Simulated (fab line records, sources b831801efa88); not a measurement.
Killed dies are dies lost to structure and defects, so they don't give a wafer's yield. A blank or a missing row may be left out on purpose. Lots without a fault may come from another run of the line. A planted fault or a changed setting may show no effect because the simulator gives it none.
fab line records | flow sky130
record lots=24 wafers=72 last_day=50
route steps=708 shown METAL1@437 VIA1@473 METAL3@536 METAL5@667
lots that met no fault: from a run of the same line without faults
start_h: hours from the record's first day to the start of the lot's first wafer shown | wait_h: hours since the lot's step before | " the same as in the row above | L1.1+2: a row that stands for several wafers | - no value, or no start given | * or withheld: withheld | < > ~ a bound
route shown NAME@n: a module of which the file shows steps, and the number in the route of the first | usual: mean/standard deviation of fault-free wafers | same: alike in all rows | chamber/n: place in a boat | sites: the reading at each site | _std_site: their standard deviation | _edge_site: outer sites' mean less inner sites' | radius_mm: how far each site lies from the wafer's centre | mask NAME#n: copy n | behind: the tool/chamber that last shaped the wafer | hold: why the lot was held/for how many hours/how that ended | device: the transistor (n, p or np) that didn't switch | end of line: the same wafers' tests at the end of the route | a step without rows: its recipe alone | killed: dies lost to structure and defects at the first sort, not the wafer's yield | map: a wafer's dies, x killed, . not, _ none there
set.NAME: the setting as run; set.NAME@STEP: as run at that earlier step | model.NAME: the simulator's own value behind a step, which no gauge read
steps of the route over a sample of lots; a table a step, a row a wafer
services: from which hour (start_h, from the record's first day; less than 0 if before it) a tool's chamber was out of use, for how many hours, and why
## steps
# step SKY_METAL1_SPUTTER_03
# recipe material=Ti target_thk_nm=5 power_w=3000 time_s=3.3 chamber_pressure_pa=0.4
# usual throttle_valve_pct=30.2/0.95
# columns lot.wafer tool chamber start_h wait_h throttle_valve_pct
L075.2 pvd_sputter-02 - 756.57 0.0 30.8
L075.5 " - " " 30.8
L075.6 " - " " 31.7
L077.2 pvd_sputter-01 - 774.13 0.0 29.3
L077.3 " - " " 29.2
L077.5 " - " " 29.3
L074.3 pvd_sputter-02 - 774.41 0.0 31.0
L074.4 " - " " 28.5
L074.5 " - " " 31.2
L076.2 pvd_sputter-04 - 775.37 0.0 31.0
L076.3 " - " " 30.6
L076.6 " - " " 30.7
L078.1 pvd_sputter-04 - 776.54 0.0 30.7
L078.3 " - " " 30.9
L078.5 " - " " 30.5
L079.2 pvd_sputter-04 - 778.77 0.0 31.0
L079.3 " - " " 30.8
L079.4 " - " " 30.2
L080.1 pvd_sputter-02 - 784.47 0.0 28.1
L080.3 " - " " 29.8
L080.6 " - " " 28.4
L081.3 pvd_sputter-02 - 793.21 0.0 29.7
L081.4 " - " " 29.8
L081.6 " - " " 31.4
L082.1 pvd_sputter-04 - 804.99 0.0 30.8
L082.2 " - " " 30.9
L082.5 " - " " 30.0
L084.2 pvd_sputter-02 - 816.13 0.0 31.5
L084.4 " - " " 30.9
L084.6 " - " " 29.8
L083.3 pvd_sputter-04 - 818.38 0.0 31.0
L083.4 " - " " 30.2
L083.6 " - " " 30.3
L085.2 pvd_sputter-01 - 820.63 0.0 31.1
L085.3 " - " " 29.3
L085.6 " - " " 31.5
L086.2 pvd_sputter-01 - 843.25 0.0 29.3
L086.4 " - " " 29.0
L086.6 " - " " 29.4
L088.1 pvd_sputter-04 - 861.93 0.0 30.9
L088.2 " - " " 30.4
L088.3 " - " " 30.1
L087.1 pvd_sputter-04 - 868.57 0.0 29.8
L087.2 " - " " 30.6
L087.4 " - " " 30.9
L090.1 pvd_sputter-01 - 873.00 0.0 31.5
L090.3 " - " " 28.9
L090.5 " - " " 29.5
L089.2 pvd_sputter-01 - 875.11 0.0 31.2
L089.4 " - " " 29.3
L089.6 " - " " 29.5
L092.1 pvd_sputter-02 - 881.27 0.0 31.3
L092.3 " - " " 31.0
L092.4 " - " " 28.2
L091.1 pvd_sputter-02 - 885.87 0.0 28.4
L091.2 " - " " 31.0
L091.4 " - " " 31.4
L093.1 pvd_sputter-04 - 890.79 0.0 30.8
L093.3 " - " " 31.1
L093.6 " - " " 29.8
L094.2 pvd_sputter-02 - 897.82 0.0 29.6
L094.3 " - " " 28.0
L094.6 " - " " 29.7
L095.3 pvd_sputter-01 - 909.12 0.0 29.2
L095.4 " - " " 31.3
L095.5 " - " " 29.0
L096.1 pvd_sputter-04 - 913.08 0.0 30.4
L096.2 " - " " 31.0
L096.5 " - " " 30.9
L097.1 pvd_sputter-01 - 918.22 0.0 29.1
L097.2 " - " " 29.2
L097.6 " - " " 29.2
# step SKY_METAL1_ETCH_18
# recipe chemistry=N2/H2 target=BARC ion_energy_ev=194 bias_w=100 pressure_mtorr=30 n2_flow_sccm=100 h2_flow_sccm=200 icp_w=500 stop_on=SiO2 time_s=45.9 target_depth_a=600
# usual bias_w=99.9/0.3 drypump_motor_current_A=5.7/0.46 he_backside_leak_sccm=3.4/0.31 oes_product_au=0.848/0.0046 throttle_valve_pct=13.224/0.0082
# columns lot.wafer tool chamber start_h wait_h bias_w drypump_motor_current_A he_backside_leak_sccm oes_product_au rf_hours_counter_h throttle_valve_pct
L075.2 rie_metal-02 1 783.10 0.0 100.1 6.0 3.5 0.851 6 13.235
L075.5 " 0 " " 99.8 6.0 3.3 0.849 - 13.236
L075.6 " 1 " " 100.1 6.0 3.4 0.843 - 13.221
L077.2 rie_metal-02 1 801.13 0.0 99.3 6.0 3.4 0.846 7 13.235
L077.3 " 1 " " 99.4 6.0 3.4 0.839 - 13.216
L077.5 " 1 " " 99.1 6.0 3.3 0.848 - 13.223
L074.3 rie_metal-04 1 801.32 0.0 99.9 6.1 3.5 0.847 - 13.214
L074.4 " 0 " " 100.4 4.8 3.6 0.843 - 13.230
L074.5 " 1 " " 99.9 6.0 3.6 0.849 - 13.223
L076.2 rie_metal-01 1 801.79 0.0 100.2 5.5 3.2 0.848 5 13.229
L076.3 " 1 " " 100.0 5.5 3.3 0.846 - 13.227
L076.6 " 0 " " 100.2 6.0 3.5 0.848 - 13.223
L078.1 rie_metal-02 1 802.90 0.0 99.5 6.0 3.5 0.847 7 13.232
L078.3 " 0 " " 99.7 5.9 3.4 0.840 - 13.225
L078.5 " 1 " " 99.9 6.0 3.4 0.844 - 13.210
L079.2 rie_metal-01 1 806.05 0.0 99.5 5.5 3.2 0.841 5 13.223
L079.3 " 1 " " 99.7 5.5 3.1 0.846 - 13.210
L079.4 " 0 " " 100.1 6.0 3.2 0.851 - 13.224
L080.1 rie_metal-01 1 810.95 0.0 99.6 5.5 3.2 0.841 5 13.218
L080.3 " 0 " " 100.3 6.0 3.4 0.845 - 13.225
L080.6 " 0 " " 100.2 6.0 3.4 0.851 - 13.217
L081.3 rie_metal-04 1 820.12 0.0 100.1 6.0 3.5 0.847 - 13.227
L081.4 " 0 " " 99.9 4.8 3.7 0.851 - 13.226
L081.6 " 0 " " 99.9 4.8 3.5 0.850 - 13.214
L082.1 rie_metal-04 1 831.99 0.0 99.9 6.0 3.6 0.842 8 13.230
L082.2 " 0 " " 100.0 4.8 3.6 0.846 4 13.209
L082.5 " 0 " " 99.9 4.9 3.5 0.850 - 13.214
L084.2 rie_metal-04 0 842.84 0.0 99.6 4.8 3.6 0.854 4 13.215
L084.4 " 0 " " 99.3 4.8 3.6 0.845 - 13.228
L084.6 " 0 " " 100.2 4.8 3.6 0.843 - 13.218
L083.3 rie_metal-02 0 844.32 0.0 100.0 5.9 3.4 0.850 - 13.210
L083.4 " 1 " " 99.5 6.0 3.6 0.846 - 13.227
L083.6 " 1 " " 99.9 6.0 3.6 0.854 - 13.212
L085.2 rie_metal-04 1 846.58 0.0 100.3 6.1 3.5 0.852 9 13.217
L085.3 " 1 " " 100.2 6.1 3.3 0.845 - 13.216
L085.6 " 1 " " 99.7 6.1 3.3 0.839 - 13.232
L086.2 rie_metal-04 1 869.93 0.0 100.0 6.1 3.7 0.841 10 13.221
L086.4 " 0 " " 99.8 4.8 3.6 0.853 - 13.229
L086.6 " 0 " " 99.9 4.8 3.5 0.851 - 13.225
L088.1 rie_metal-01 0 888.18 0.0 99.6 6.0 3.3 0.854 11 13.230
L088.2 " 1 " " 100.3 5.5 3.2 0.846 8 13.226
L088.3 " 0 " " 100.0 6.0 3.6 0.851 - 13.219
L087.1 rie_metal-01 0 894.78 0.0 99.3 6.0 3.5 0.854 11 13.234
L087.2 " 1 " " 99.6 5.5 3.0 0.846 8 13.213
L087.4 " 1 " " 100.1 5.5 3.2 0.847 - 13.229
L090.1 rie_metal-04 1 899.25 0.0 100.4 6.1 3.5 0.850 11 13.230
L090.3 " 1 " " 100.5 6.0 3.4 0.856 - 13.225
L090.5 " 1 " " 100.0 6.1 3.3 0.854 - 13.218
L089.2 rie_metal-01 1 901.43 0.0 100.2 5.5 3.2 0.843 8 13.225
L089.4 " 0 " " 100.1 6.0 3.6 0.844 - 13.204
L089.6 " 0 " " 100.0 6.0 3.6 0.851 - 13.219
L092.1 rie_metal-02 1 907.05 0.0 99.5 6.0 3.3 0.838 10 13.235
L092.3 " 1 " " 99.6 6.0 3.4 0.853 - 13.228
L092.4 " 0 " " 99.7 5.9 3.4 0.852 - 13.210
L091.1 rie_metal-04 1 910.80 0.0 100.4 6.1 3.5 0.846 11 13.218
L091.2 " 0 " " 99.6 4.8 3.5 0.845 7 13.219
L091.4 " 1 " " 100.2 6.1 3.4 0.848 - 13.215
L093.1 rie_metal-01 1 916.04 0.0 99.9 5.5 3.1 0.856 9 13.218
L093.3 " 1 " " 99.8 5.5 3.2 0.849 - 13.214
L093.6 " 1 " " 100.3 5.5 3.2 0.849 - 13.229
L094.2 rie_metal-01 0 923.54 0.0 100.4 6.0 3.5 0.847 13 13.228
L094.3 " 1 " " 99.9 5.4 3.3 0.841 - 13.232
L094.6 " 1 " " 99.8 5.5 3.3 0.838 - 13.213
L095.3 rie_metal-01 1 934.46 0.0 100.3 5.4 3.2 0.840 - 13.218
L095.4 " 0 " " 99.9 6.0 3.3 0.845 - 13.233
L095.5 " 1 " " 100.2 5.5 3.2 0.854 - 13.230
L096.1 rie_metal-04 1 938.30 0.0 100.2 6.1 3.4 0.847 12 13.232
L096.2 " 0 " " 99.5 4.8 3.7 0.847 8 13.227
L096.5 " 0 " " 99.9 4.8 3.5 0.847 - 13.223
L097.1 rie_metal-02 1 942.84 0.0 99.5 6.0 3.5 0.845 12 13.220
L097.2 " 0 " " 99.9 5.9 3.4 0.853 5 13.237
L097.6 " 0 " " 99.6 5.9 3.4 0.852 - 13.218
# step SKY_VIA1_ETCH_15
# recipe target=SiO2 chemistry=C4F8/O2/Ar target_depth_nm=351 stop_on=TiN mask_material=KrF-thick source_w=1500 bias_w=1200 pressure_mtorr=40 c4f8_flow_sccm=withheld O2_flow_sccm=6 Ar_flow_sccm=300 time_s=54
# usual bias_w=1200/3.8 oes_product_au=0.981/0.0066
# columns lot.wafer tool chamber start_h wait_h bias_w oes_product_au rf_hours_counter_h
L075.2 rie_diel-01 1 810.57 0.0 1205 0.977 4
L075.5 " 1 " " 1204 0.970 -
L075.6 " 0 " " 1198 0.980 -
L077.2 rie_diel-02 0 828.75 0.0 1194 0.978 20
L077.3 " 3 " " 1197 0.974 17
L077.5 " 1 " " 1199 0.980 -
L074.3 rie_diel-03 3 829.74 0.0 1201 0.980 5
L074.4 " 1 " " 1200 0.983 -
L074.5 " 3 " " 1201 0.978 -
L076.2 rie_diel-01 0 829.90 0.0 1198 0.983 11
L076.3 " 3 " " 1201 0.988 5
L076.6 " 3 " " 1196 0.986 -
L078.1 rie_diel-03 3 830.74 0.0 1196 0.985 5
L078.3 " 1 " " 1200 0.977 13
L078.5 " 2 " " 1204 0.985 -
L079.2 rie_diel-02 1 833.94 0.0 1197 0.980 15
L079.3 " 3 " " 1200 0.982 17
L079.4 " 2 " " 1200 0.966 19
L080.1 rie_diel-02 3 838.85 0.0 1193 0.990 17
L080.3 " 1 " " 1203 0.982 15
L080.6 " 0 " " 1194 0.978 -
L081.3 rie_diel-01 2 847.72 0.0 1200 0.983 5
L081.4 " 0 " " 1198 0.987 11
L081.6 " 1 " " 1205 0.971 -
L082.1 rie_diel-01 0 859.44 0.0 1197 0.971 12
L082.2 " 3 " " 1203 0.985 6
L082.5 " 1 " " 1196 0.977 -
L084.2 rie_diel-01 3 870.29 0.0 1199 0.981 7
L084.4 " 0 " " 1204 0.978 12
L084.6 " 3 " " 1200 0.990 -
L083.3 rie_diel-02 0 871.25 0.0 1200 0.984 21
L083.4 " 3 " " 1202 0.994 18
L083.6 " 2 " " 1198 0.967 -
L085.2 rie_diel-02 1 874.07 0.0 1202 0.976 16
L085.3 " 3 " " 1199 0.989 18
L085.6 " 3 " " 1200 0.980 -
L086.2 rie_diel-01 0 896.89 0.0 1198 0.972 13
L086.4 " 2 " " 1205 0.989 6
L086.6 " 0 " " 1201 0.978 -
L088.1 rie_diel-01 1 914.55 0.0 1202 0.986 6
L088.2 " 0 " " 1199 0.986 14
L088.3 " 2 " " 1205 0.981 7
L087.1 rie_diel-03 2 921.57 0.0 1201 0.974 18
L087.2 " 0 " " 1203 0.988 2
L087.4 " 1 " " 1206 0.977 16
L090.1 rie_diel-01 2 926.49 0.0 1201 0.971 7
L090.3 " 0 " " 1195 0.966 14
L090.5 " 0 " " 1200 0.979 -
L089.2 rie_diel-01 1 927.79 0.0 1199 0.980 6
L089.4 " 2 " " 1193 0.984 7
L089.6 " 0 " " 1194 0.972 -
L092.1 rie_diel-02 1 933.54 0.0 1200 0.965 18
L092.3 " 0 " " 1205 0.983 22
L092.4 " 3 " " 1195 0.985 20
L091.1 rie_diel-01 2 936.84 0.0 1194 0.981 7
L091.2 " 3 " " 1202 0.985 8
L091.4 " 1 " " 1199 0.979 7
L093.1 rie_diel-01 2 942.50 0.0 1196 0.983 7
L093.3 " 3 " " 1208 0.986 9
L093.6 " 0 " " 1202 0.978 -
L094.2 rie_diel-02 0 949.50 0.0 1199 0.988 23
L094.3 " 3 " " 1196 0.990 20
L094.6 " 2 " " 1197 0.978 -
L095.3 rie_diel-01 0 961.41 0.0 1200 0.978 15
L095.4 " 3 " " 1202 0.985 -
L095.5 " 1 " " 1201 0.977 -
L096.1 rie_diel-01 0 963.94 0.0 1204 0.985 15
L096.2 " 3 " " 1204 0.990 9
L096.5 " 1 " " 1205 0.979 -
L097.1 rie_diel-02 3 968.95 0.0 1194 0.985 21
L097.2 " 0 " " 1199 0.985 23
L097.6 " 0 " " 1199 0.984 -
# step SKY_METAL3_SPUTTER_04
# recipe material=TiN target_thk_nm=70 power_w=6500 time_s=58.3 chamber_pressure_pa=0.4
# usual throttle_valve_pct=29.9/0.93
# columns lot.wafer tool chamber start_h wait_h throttle_valve_pct
L075.2 pvd_sputter-04 - 867.91 0.0 30.2
L075.5 " - " " 30.9
L075.6 " - " " 30.6
L077.2 pvd_sputter-04 - 884.90 0.0 31.0
L077.3 " - " " 30.0
L077.5 " - " " 31.0
L074.3 pvd_sputter-01 - 885.74 0.0 29.1
L074.4 " - " " 29.4
L074.5 " - " " 29.1
L076.2 pvd_sputter-04 - 886.09 0.0 30.4
L076.3 " - " " 30.9
L076.6 " - " " 30.4
L078.1 pvd_sputter-02 - 887.03 0.0 29.7
L078.3 " - " " 28.4
L078.5 " - " " 28.2
L079.2 pvd_sputter-02 - 890.63 0.0 31.6
L079.3 " - " " 30.8
L079.4 " - " " 30.0
L080.1 pvd_sputter-01 - 895.59 0.0 31.1
L080.3 " - " " 29.4
L080.6 " - " " 29.2
L081.3 pvd_sputter-04 - 903.11 0.0 30.9
L081.4 " - " " 30.3
L081.6 " - " " 30.1
L082.1 pvd_sputter-01 - 915.04 0.0 29.0
L082.2 " - " " 31.1
L082.5 " - " " 29.5
L084.2 pvd_sputter-01 - 925.62 0.0 29.1
L084.4 " - " " 29.1
L084.6 " - " " 31.3
L083.3 pvd_sputter-01 - 926.46 0.0 31.2
L083.4 " - " " 29.1
L083.6 " - " " 31.1
L085.2 pvd_sputter-01 - 928.94 0.0 29.0
L085.3 " - " " 30.9
L085.6 " - " " 29.6
L086.2 pvd_sputter-01 - 951.51 0.0 28.8
L086.4 " - " " 29.1
L086.6 " - " " 29.5
L088.1 pvd_sputter-04 - 968.39 0.0 30.8
L088.2 " - " " 29.8
L088.3 " - " " 30.1
L087.1 pvd_sputter-01 - 974.59 0.0 31.3
L087.2 " - " " 29.4
L087.4 " - " " 29.3
L090.1 pvd_sputter-04 - 979.73 0.0 30.2
L090.3 " - " " 31.0
L090.5 " - " " 31.2
L089.2 pvd_sputter-01 - 981.29 0.0 31.1
L089.4 " - " " 29.2
L089.6 " - " " 31.3
L092.1 pvd_sputter-01 - 987.35 0.0 31.2
L092.3 " - " " 29.2
L092.4 " - " " 29.1
L091.1 pvd_sputter-01 - 990.18 0.0 31.2
L091.2 " - " " 29.3
L091.4 " - " " 29.1
L093.1 pvd_sputter-02 - 994.78 0.0 31.6
L093.3 " - " " 30.0
L093.6 " - " " 30.7
L094.2 pvd_sputter-01 - 1001.38 0.0 29.4
L094.3 " - " " 29.2
L094.6 " - " " 29.2
L095.3 pvd_sputter-01 - 1011.55 0.0 31.2
L095.4 " - " " 29.4
L095.5 " - " " 29.1
L096.1 pvd_sputter-01 - 1016.24 0.0 29.3
L096.2 " - " " 31.2
L096.5 " - " " 29.3
L097.1 pvd_sputter-02 - 1020.74 0.0 28.2
L097.2 " - " " 30.9
L097.6 " - " " 28.1
# step SKY_METAL3_METAL_ETCH_18
# recipe target_depth_a=8450 stop_on=SiO2 over_etch_frac=0.3 time_s=183.1 chemistry=Cl2/BCl3 resist_sidewall_deg=88 pressure_mtorr=10 icp_w=900 bias_w=48.5 Cl2_flow_sccm=60 bcl3_flow_sccm=30
# usual bias_w=48.52/0.14 drypump_motor_current_A=5.90/0.19 he_backside_leak_sccm=3.39/0.12 oes_product_au=0.868/0.0065 throttle_valve_pct=22.264/0.0084
# columns lot.wafer tool chamber start_h wait_h bias_w drypump_motor_current_A he_backside_leak_sccm oes_product_au rf_hours_counter_h throttle_valve_pct
L075.2 rie_metal-03 1 919.80 0.0 48.80 6.13 3.47 0.858 7 22.278
L075.5 " 1 " " 48.52 6.10 3.44 0.858 - 22.268
L075.6 " 0 " " 48.53 5.72 3.07 0.862 - 22.262
L077.2 rie_metal-02 1 935.21 0.0 48.41 5.99 3.38 0.866 12 22.269
L077.3 " 0 " " 48.46 5.89 3.44 0.869 - 22.266
L077.5 " 0 " " 48.71 5.92 3.48 0.859 - 22.268
L074.3 rie_metal-02 0 936.88 0.1 48.66 5.94 3.30 0.868 - 22.265
L074.4 " 1 " " 48.36 5.96 3.45 0.869 - 22.257
L074.5 " 1 " " 48.51 5.98 3.50 0.865 - 22.268
L076.2 rie_metal-03 1 937.31 0.0 48.57 6.11 3.43 0.865 8 22.249
L076.3 " 0 " " 48.48 5.72 3.36 0.872 - 22.268
L076.6 " 0 " " 48.47 5.71 3.23 0.868 - 22.256
L078.1 rie_metal-01 0 938.97 0.0 48.47 5.99 3.47 0.872 14 22.278
L078.3 " 0 " " 48.66 5.99 3.41 0.873 - 22.253
L078.5 " 1 " " 48.73 5.45 3.21 0.871 - 22.264
L079.2 rie_metal-01 0 940.76 0.0 48.50 5.98 3.54 0.871 14 22.270
L079.3 " 1 " " 48.41 5.45 3.18 0.871 - 22.259
L079.4 " 0 " " 48.34 6.00 3.40 0.881 - 22.277
L080.1 rie_metal-03 0 946.00 0.0 48.57 5.71 3.38 0.882 16 22.252
L080.3 " 0 " " 48.62 5.72 3.19 0.866 - 22.257
L080.6 " 1 " " 48.57 6.11 3.53 0.868 - 22.253
L081.3 rie_metal-02 1 954.22 0.1 48.60 5.99 3.47 0.865 - 22.276
L081.4 " 0 " " 48.51 5.89 3.38 0.865 - 22.256
L081.6 " 1 " " 48.33 5.97 3.48 0.860 - 22.264
L082.1 rie_metal-03 0 965.00 0.0 48.69 5.72 3.32 0.869 18 22.250
L082.2 " 1 " " 48.62 6.12 3.38 0.865 9 22.265
L082.5 " 1 " " 48.25 6.09 3.47 0.859 - 22.274
L084.2 rie_metal-01 0 975.31 0.0 48.53 5.98 3.42 0.876 16 22.268
L084.4 " 0 " " 48.52 5.96 3.43 0.880 - 22.260
L084.6 " 0 " " 48.48 5.98 3.48 0.875 - 22.266
L083.3 rie_metal-02 0 976.26 0.1 48.51 5.91 3.35 0.864 - 22.272
L083.4 " 1 " " 48.40 5.99 3.25 0.864 - 22.255
L083.6 " 1 " " 48.42 5.97 3.28 0.852 - 22.269
L085.2 rie_metal-03 0 978.42 0.0 48.46 5.72 3.38 0.873 18 22.263
L085.3 " 1 " " 48.71 6.13 3.49 0.871 - 22.262
L085.6 " 0 " " 48.57 5.72 3.49 0.875 - 22.256
L086.2 rie_metal-01 0 1000.88 0.0 48.56 5.98 3.48 0.873 17 22.254
L086.4 " 1 " " 48.28 5.45 3.10 0.868 - 22.264
L086.6 " 0 " " 48.59 5.99 3.45 0.865 - 22.269
L088.1 rie_metal-03 0 1016.45 0.0 48.49 5.73 3.44 0.865 21 22.256
L088.2 " 1 " " 48.65 6.16 3.53 0.868 12 22.252
L088.3 " 1 " " 48.59 6.10 3.46 0.870 - 22.259
L087.1 rie_metal-02 1 1022.26 0.0 48.25 5.99 3.41 0.872 15 22.279
L087.2 " 0 " " 48.47 5.94 3.27 0.867 9 22.290
L087.4 " 1 " " 48.53 5.98 3.45 0.873 - 22.271
L090.1 rie_metal-02 1 1027.95 0.0 48.67 5.99 3.41 0.869 16 22.256
L090.3 " 0 " " 48.49 5.95 3.38 0.864 - 22.267
L090.5 " 0 " " 48.31 5.94 3.38 0.871 - 22.261
L089.2 rie_metal-02 0 1029.75 0.0 48.35 5.94 3.36 0.858 9 22.260
L089.4 " 0 " " 48.38 5.92 3.41 0.864 - 22.261
L089.6 " 1 " " 48.37 5.97 3.52 0.858 - 22.253
L092.1 rie_metal-03 1 1034.55 0.0 48.46 6.10 3.58 0.867 15 22.259
L092.3 " 1 " " 48.64 6.13 3.47 0.868 - 22.249
L092.4 " 1 " " 48.38 6.10 3.42 0.870 - 22.269
L091.1 rie_metal-02 1 1037.82 0.0 48.43 6.00 3.53 0.871 16 22.263
L091.2 " 0 " " 48.43 5.96 3.39 0.866 10 22.260
L091.4 " 1 " " 48.49 5.98 3.42 0.870 - 22.266
L093.1 rie_metal-02 0 1041.44 0.0 48.61 5.90 3.31 0.870 10 22.269
L093.3 " 1 " " 48.76 6.01 3.43 0.873 - 22.273
L093.6 " 0 " " 48.71 5.92 3.39 0.872 - 22.276
L094.2 rie_metal-01 1 1049.07 0.0 48.50 5.46 3.16 0.867 17 22.269
L094.3 " 0 " " 48.58 5.99 3.32 0.874 - 22.253
L094.6 " 0 " " 48.60 5.98 3.41 0.860 - 22.270
L095.3 rie_metal-02 1 1057.76 0.1 48.67 6.00 3.43 0.865 - 22.275
L095.4 " 0 " " 48.66 5.92 3.42 0.871 - 22.252
L095.5 " 0 " " 48.32 5.93 3.39 0.859 - 22.242
L096.1 rie_metal-03 1 1063.47 0.0 48.39 6.14 3.51 0.859 17 22.271
L096.2 " 0 " " 48.69 5.71 3.25 0.880 1 22.258
L096.5 " 0 " " 48.70 5.72 3.29 0.873 - 22.258
L097.1 rie_metal-02 0 1068.42 0.0 48.54 5.90 3.49 0.877 12 22.268
L097.2 " 1 " " 48.27 5.98 3.49 0.868 18 22.264
L097.6 " 0 " " 48.45 5.91 3.44 0.873 - 22.270
# step SKY_METAL5_THK_MEAS_06
# recipe thk_meas_gauge=xrf reads=AlCu_of_METAL5_SPUTTER_02
# usual METAL5_ALCU_THK=1131/18
# columns lot.wafer tool chamber start_h wait_h METAL5_ALCU_THK[nm]
L075.2 film_metro-03 - 1023.13 0.1 1112
L075.5 " - " " 1110
L075.6 " - " " 1098
L077.2 film_metro-03 - 1038.43 0.1 1116
L077.3 " - " " 1092
L077.5 " - " " 1133
L074.3 film_metro-04 - 1038.54 0.1 1138
L074.4 " - " " 1131
L074.5 " - " " 1116
L076.2 film_metro-04 - 1039.74 0.1 1148
L076.3 " - " " 1147
L076.6 " - " " 1137
L078.1 film_metro-04 - 1040.83 0.1 1137
L078.3 " - " " 1170
L078.5 " - " " 1152
L079.2 film_metro-04 - 1041.52 0.1 1147
L079.3 " - " " 1127
L079.4 " - " " 1120
L080.1 film_metro-03 - 1048.23 0.1 1153
L080.3 " - " " 1161
L080.6 " - " " 1153
L081.3 film_metro-04 - 1056.28 0.1 1146
L081.4 " - " " 1154
L081.6 " - " " 1139
L082.1 film_metro-03 - 1066.60 0.1 1109
L082.2 " - " " 1139
L082.5 " - " " 1117
L084.2 film_metro-04 - 1073.48 0.1 1135
L084.4 " - " " 1130
L084.6 " - " " 1135
L083.3 film_metro-04 - 1075.55 0.1 1150
L083.4 " - " " 1126
L083.6 " - " " 1147
L085.2 film_metro-03 - 1077.33 0.1 1127
L085.3 " - " " 1115
L085.6 " - " " 1118
L086.2 film_metro-04 - 1098.22 0.1 1107
L086.4 " - " " 1110
L086.6 " - " " 1103
L088.1 film_metro-03 - 1111.91 0.1 1134
L088.2 " - " " 1160
L088.3 " - " " 1147
L087.1 film_metro-03 - 1116.53 0.1 1122
L087.2 " - " " 1114
L087.4 " - " " 1118
L090.1 film_metro-04 - 1123.03 0.1 1121
L090.3 " - " " 1123
L090.5 " - " " 1118
L089.2 film_metro-02 - 1125.20 0.1 1154
L089.4 " - " " 1130
L089.6 " - " " 1123
L092.1 film_metro-02 - 1126.46 0.1 1125
L092.3 " - " " 1150
L092.4 " - " " 1137
L091.1 film_metro-02 - 1131.75 0.1 1125
L091.2 " - " " 1112
L091.4 " - " " 1143
L093.1 film_metro-03 - 1132.85 0.1 1126
L093.3 " - " " 1123
L093.6 " - " " 1152
L094.2 film_metro-03 - 1141.36 0.1 1101
L094.3 " - " " 1108
L094.6 " - " " 1105
L095.3 film_metro-03 - 1147.90 0.1 1153
L095.4 " - " " 1145
L095.5 " - " " 1160
L096.1 film_metro-04 - 1153.13 0.1 1182
L096.2 " - " " 1159
L096.5 " - " " 1157
L097.1 film_metro-03 - 1155.92 0.1 1136
L097.2 " - " " 1127
L097.6 " - " " 1128
## services
# columns tool chamber start_h hours kind
rie_metal-01 - 742.06 2.8 pm
pvd_sputter-04 - 756.07 1.8 repair
pvd_sputter-01 - 756.08 4.4 repair
rie_metal-01 - 765.31 1.4 pm
pvd_sputter-04 - 772.84 2.1 repair
rie_diel-01 - 798.95 0.7 repair
rie_metal-02 0 803.14 7.4 repair
pvd_sputter-01 - 807.35 2.4 repair
rie_metal-02 1 820.50 1.3 repair
rie_diel-01 1 821.60 13.3 repair
rie_diel-01 2 832.77 2.7 repair
pvd_sputter-01 - 839.79 1.1 repair
rie_diel-01 1 888.68 6.7 repair
rie_metal-02 1 895.58 4.7 repair
pvd_sputter-02 - 908.84 7.0 repair
pvd_sputter-01 - 912.62 1.7 repair
rie_diel-01 0 914.73 3.9 repair
rie_metal-04 - 917.49 14.6 pm
pvd_sputter-01 - 921.11 1.2 repair
rie_metal-02 - 950.03 0.7 repair
rie_diel-01 2 955.54 13.3 repair
rie_metal-02 1 986.10 19.4 repair
rie_metal-04 1 1034.51 11.9 repair
rie_metal-02 - 1055.53 0.8 repair
## key
fault none
